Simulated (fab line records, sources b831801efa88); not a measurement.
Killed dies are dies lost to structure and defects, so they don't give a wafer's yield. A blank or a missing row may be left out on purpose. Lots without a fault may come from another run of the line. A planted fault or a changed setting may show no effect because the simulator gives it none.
Tool commonality check | flow gf180mcu | 12 lots, 36 wafers sampled

WHY IT WAS OPENED
At GF_VT_IMPLANT_RS_MEAS_48 the reading LVPWELL_RS is flagged on 2 of 12 lots. Wafers without a fault read 1196.9 ohm/sq, standard deviation 2.9.
Rule: a lot is flagged when every wafer of it that has a number lies more than 4 standard deviations from that mean, or none has a number. The other lots count as sound.

lot  | measured     | on            | LVPWELL_RS (ohm/sq), wafer by wafer | flag
L544 | day 8 08:01  | film_metro-02 | 1195.1 1196.7 1191.3                |
L545 | day 8 17:54  | film_metro-04 | 1194.9 1196.0 1194.2                |
L550 | day 10 03:55 | film_metro-03 | 1196.1 1192.4 1193.2                |
L553 | day 11 01:50 | film_metro-03 | 1219.4 1216.8 1215.6                | FLAGGED
L554 | day 11 10:15 | film_metro-03 | 1216.2 1214.3 1215.0                | FLAGGED
L556 | day 11 20:58 | film_metro-04 | 1196.6 1198.4 1197.0                |
L560 | day 12 23:16 | film_metro-04 | 1192.0 1197.0 1197.5                |
L561 | day 13 12:11 | film_metro-04 | 1197.5 1195.7 1198.6                |
L562 | day 13 14:17 | film_metro-03 | 1191.7 1193.4 1193.0                |
L563 | day 13 18:20 | film_metro-02 | 1197.7 1197.7 1198.3                |
L566 | day 14 16:23 | film_metro-02 | 1193.9 1198.0 1195.5                |
L567 | day 14 22:23 | film_metro-04 | 1194.4 1196.8 1198.8                |
The numbers of the flagged lots are 1216.2 ohm/sq on average: +19.3 ohm/sq against the usual, or +7 standard deviations.

WHICH TOOL RAN EACH LOT
The record holds 2 process steps before the reading, out of a route of 602 steps. In each cell: the tool, then ch and the chambers that the sampled wafers went through, then the start.
lot  | flag    | GF_LVPWELL_IMPLANT_09          | GF_VT_IMPLANT_STRIP_20
L544 |         | implanter-03 ch 0, day 4 00:46 | plasma_asher-04 ch 0,1, day 6 18:39
L545 |         | implanter-03 ch 0, day 4 09:33 | plasma_asher-04 ch 0,1, day 7 04:46
L550 |         | implanter-03 ch 0, day 5 14:08 | plasma_asher-03 ch 0,1, day 8 12:33
L553 | FLAGGED | implanter-03 ch 0, day 6 07:19 | plasma_asher-01 ch 0,1, day 9 10:05
L554 | FLAGGED | implanter-03 ch 0, day 6 13:31 | plasma_asher-04 ch 0,1, day 9 16:55
L556 |         | implanter-02 ch 0, day 6 23:39 | plasma_asher-04 ch 0,1, day 10 02:24
L560 |         | implanter-01 ch 0, day 7 21:04 | plasma_asher-03 ch 0,1, day 11 04:53
L561 |         | implanter-02 ch 0, day 8 07:46 | plasma_asher-01 ch 0,1, day 11 17:27
L562 |         | implanter-01 ch 0, day 8 10:03 | plasma_asher-04 ch 0,1, day 11 19:11
L563 |         | implanter-01 ch 0, day 8 14:56 | plasma_asher-03 ch 0,1, day 11 23:40
L566 |         | implanter-01 ch 0, day 9 10:19 | plasma_asher-03 ch 0,1, day 12 21:47
L567 |         | implanter-02 ch 0, day 9 14:28 | plasma_asher-01 ch 0,1, day 13 02:38
What these steps do:
- GF_LVPWELL_IMPLANT_09
- GF_VT_IMPLANT_STRIP_20: strips in O2/N2.
- GF_VT_IMPLANT_RS_MEAS_48: measures by four-point-probe.

FLAGGED OVER TOTAL, TOOL BY TOOL (the gauges that took the reading come last)
step                     | tool            | lots run | flagged | share of the flagged lots | sound lots run after its first flagged lot
GF_LVPWELL_IMPLANT_09    | implanter-01    | 4        | 0       | none                      | -
GF_LVPWELL_IMPLANT_09    | implanter-02    | 3        | 0       | none                      | -
GF_LVPWELL_IMPLANT_09    | implanter-03    | 5        | 2       | all                       | 0
GF_VT_IMPLANT_STRIP_20   | plasma_asher-01 | 3        | 1       | some                      | 2 (L561,L567)
GF_VT_IMPLANT_STRIP_20   | plasma_asher-03 | 4        | 0       | none                      | -
GF_VT_IMPLANT_STRIP_20   | plasma_asher-04 | 5        | 1       | some                      | 2 (L556,L562)
GF_VT_IMPLANT_RS_MEAS_48 | film_metro-02   | 3        | 0       | none                      | -
GF_VT_IMPLANT_RS_MEAS_48 | film_metro-03   | 4        | 2       | all                       | 1 (L562)
GF_VT_IMPLANT_RS_MEAS_48 | film_metro-04   | 5        | 0       | none                      | -

WHAT THE TABLE ALLOWS
2 rows of the table ran every flagged lot: implanter-03 at GF_LVPWELL_IMPLANT_09, film_metro-03 at GF_VT_IMPLANT_RS_MEAS_48.
- implanter-03 at GF_LVPWELL_IMPLANT_09: 2 of its 5 lots flagged. Its last sound lot is L550 (day 5 14:08), its first flagged lot L553 (day 6 07:19): a fault that began between those two fits.
- film_metro-03 at GF_VT_IMPLANT_RS_MEAS_48: 2 of its 4 lots flagged. Sound lots ran on it after the first flagged one (L562), which a lasting fault on the whole tool wouldn't allow.
One tool is left: implanter-03 at GF_LVPWELL_IMPLANT_09.

WHAT THE SIMULATOR HAD PUT IN
Process parameter drift: implanter-03, from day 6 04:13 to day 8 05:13, at GF_LVPWELL_IMPLANT_09. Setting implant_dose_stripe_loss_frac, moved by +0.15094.
Lots struck among those shown: L553, L554. The rule above found the same.
